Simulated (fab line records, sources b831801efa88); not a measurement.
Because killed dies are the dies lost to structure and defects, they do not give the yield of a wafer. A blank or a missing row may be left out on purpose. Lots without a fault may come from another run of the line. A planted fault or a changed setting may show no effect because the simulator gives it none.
Which tool is to blame? / flow gf180mcu / 6 lots, 18 wafers sampled, at 2 steps of a route of 602

== WHAT THE GAUGES SHOWED, per wafer ==
GF_STI_CD_MEAS_12: the cd target is 220 nm.
lot=L800; measured=day 2 12:40; on=cd_sem-01; cd_nm (nm)=219.4 218.8 220.6
lot=L802; measured=day 2 20:52; on=cd_sem-01; cd_nm (nm)=222.0 222.0 222.4
lot=L805; measured=day 3 14:28; on=cd_sem-01; cd_nm (nm)=219.5 220.2 219.1
lot=L808; measured=day 4 06:00; on=cd_sem-01; cd_nm (nm)=217.8 219.2 217.9
lot=L811; measured=day 4 21:24; on=cd_sem-01; cd_nm (nm)=220.2 219.9 219.6
lot=L818; measured=day 6 09:55; on=cd_sem-01; cd_nm (nm)=220.4 221.6 220.8

== EACH LOT AND THE TOOL THAT RAN IT (in order: tool; ch and the chambers of the sampled wafers; start) ==
lot=L800; GF_STI_EXPOSE_09=krf_scanner-02 ch 0, day 2 07:26
lot=L802; GF_STI_EXPOSE_09=krf_scanner-02 ch 0, day 2 14:39
lot=L805; GF_STI_EXPOSE_09=krf_scanner-01 ch 0, day 3 08:04
lot=L808; GF_STI_EXPOSE_09=krf_scanner-02 ch 0, day 3 23:15
lot=L811; GF_STI_EXPOSE_09=krf_scanner-02 ch 0, day 4 14:19
lot=L818; GF_STI_EXPOSE_09=krf_scanner-02 ch 0, day 6 03:02
- GF_STI_EXPOSE_09: exposes mask COMP, target cd 220 nm.

== THE ANSWER, worked out from the rows above alone ==
Rule: usual is defined by the lots themselves. Put in order of their means at a reading, lots are off if they are a third of the lots or fewer, leave a main group of 4 or more, and stand apart from it by a gap of 3 or more times the standard deviation of the main group's means; of several such gaps the widest counts. If all means in a main group match to the digits the tables above print for the reading, that group is not used. Also off: a lot with no number at a reading for which 4 or more lots have one. All remaining lots with rows at the step are treated as sound.
Across all readings shown, no lot is off: no conclusion can be drawn from this.

== WHAT HAD BEEN PUT IN BY THE SIMULATOR ==
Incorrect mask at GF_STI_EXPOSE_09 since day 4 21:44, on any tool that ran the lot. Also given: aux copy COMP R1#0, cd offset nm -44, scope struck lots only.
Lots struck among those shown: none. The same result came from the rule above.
